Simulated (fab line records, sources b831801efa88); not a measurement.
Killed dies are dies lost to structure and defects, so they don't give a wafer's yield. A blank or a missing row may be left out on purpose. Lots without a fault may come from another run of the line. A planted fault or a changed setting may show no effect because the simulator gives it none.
Chamber matching | flow sky130 | SKY_FIELD_ISO_ETCH_14 on rie_diel-02: 4 sister chambers
The step etches BARC in N2/H2, stops on SiO2, time 45.9 s, target depth 60 nm. 7 wafers are shown with their chamber, then 7 later ones without.

WAFERS WITH THEIR CHAMBER
wafer  | chamber | throttle_valve_pct (%) | oes_product_au (a.u.)
L870.1 | 1       | 13.225                 | 0.861
L870.3 | 3       | 13.226                 | 0.853
L870.6 | 1       | 13.227                 | 0.853
L871.4 | 3       | 13.219                 | 0.861
L871.6 | 2       | 13.227                 | 0.850
L875.1 | 2       | 13.217                 | 0.851
L875.2 | 0       | 13.244                 | 0.852

WAFERS WITHOUT THEIR CHAMBER
wafer  | throttle_valve_pct (%) | oes_product_au (a.u.)
L875.4 | 13.230                 | 0.846
L877.2 | 13.206                 | 0.856
L877.3 | 13.213                 | 0.858
L877.6 | 13.225                 | 0.850
L878.4 | 13.221                 | 0.850
L878.5 | 13.219                 | 0.850
L878.6 | 13.232                 | 0.850

WHICH CHAMBER EACH WENT THROUGH
wafer  | from the rows above               | in truth
L875.4 | can't be placed: 2 or 1 or 3 or 0 | 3
L877.2 | can't be placed: 3 or 2 or 1      | 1
L877.3 | can't be placed: 3 or 2 or 1      | 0
L877.6 | can't be placed: 2 or 1 or 3      | 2
L878.4 | can't be placed: 2 or 3 or 1      | 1
L878.5 | can't be placed: 2 or 3 or 1      | 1
L878.6 | can't be placed: 1 or 2 or 3 or 0 | 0
Placed correctly: 0 of 7. Can't be placed from these rows: 7 (the true chamber is among the candidates in 6). Placed wrongly: 0.
How it was worked out, from the rows above alone: a wafer's distance from a chamber is the root of the sum, over the readings, of the square of ((its reading less the chamber's mean) divided by the reading's scatter). The wafer belongs to the nearest chamber; if the next one is less than 2 further off, it can't be placed. A chamber's mean is the mean of its shown wafers. The scatter: the root of (the sum of the squares of (reading less its chamber's mean) over the shown wafers, divided by (wafers less chambers)).
